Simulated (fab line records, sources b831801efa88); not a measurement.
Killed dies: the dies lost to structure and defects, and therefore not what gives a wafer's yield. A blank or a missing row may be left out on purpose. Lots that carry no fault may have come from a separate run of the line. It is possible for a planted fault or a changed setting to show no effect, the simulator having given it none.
What tool caused it? + flow sky130 + 36 wafers sampled from 12 lots at 1 step of a route of 708

== WHAT THE GAUGES SHOWED, per wafer ==
SKY_LOCAL_INTERCONNECT_RS_MEAS_01: measurement is done with a four-point probe.
| lot  | measured     | on            | LOCAL_INTERCONNECT_TIN_RS (ohm/sq) |
|------|--------------|---------------|------------------------------------|
| L075 | day 29 14:23 | film_metro-04 | 14.06 14.13 14.21                  |
| L077 | day 30 01:56 | film_metro-02 | 14.03 14.25 14.16                  |
| L079 | day 30 14:39 | film_metro-02 | 13.93 13.93 13.99                  |
| L081 | day 32 00:06 | film_metro-04 | 14.26 14.27 14.43                  |
| L083 | day 33 01:18 | film_metro-04 | 14.19 14.21 14.11                  |
| L084 | day 33 07:36 | film_metro-02 | 14.20 14.25 14.10                  |
| L088 | day 34 01:31 | film_metro-03 | 14.30 14.25 14.13                  |
| L090 | day 34 22:17 | film_metro-02 | 13.95 13.95 14.10                  |
| L091 | day 35 09:55 | film_metro-02 | 14.28 14.09 14.24                  |
| L093 | day 35 10:50 | film_metro-03 | 14.11 14.16 14.17                  |
| L094 | day 35 22:49 | film_metro-03 | 14.49 14.40 14.16                  |
| L097 | day 36 12:02 | film_metro-03 | 14.03 14.01 14.19                  |

== TOOL THAT RAN EACH LOT (tool first, then ch and the chambers of the sampled wafers, then the start) ==
The record shows no process step preceding these readings.

== THE ANSWER, worked out from the rows above alone ==
Rule: usual is defined by the lots themselves. Put in order of their means at a reading, lots are off if they are a third of the lots or fewer, leave a main group of 4 or more, and stand apart from it by a gap of 3 or more times the standard deviation of the main group's means; of several such gaps the widest counts. A main group whose means are all the same, to the digits that the tables above print for the reading, isn't used. Also off: a lot with no number at a reading for which 4 or more lots have one. The other lots that the step has rows for count as sound.
No lot is off at any reading shown: from this, nothing can be told.

== WHAT THE SIMULATOR HAD PUT IN ==
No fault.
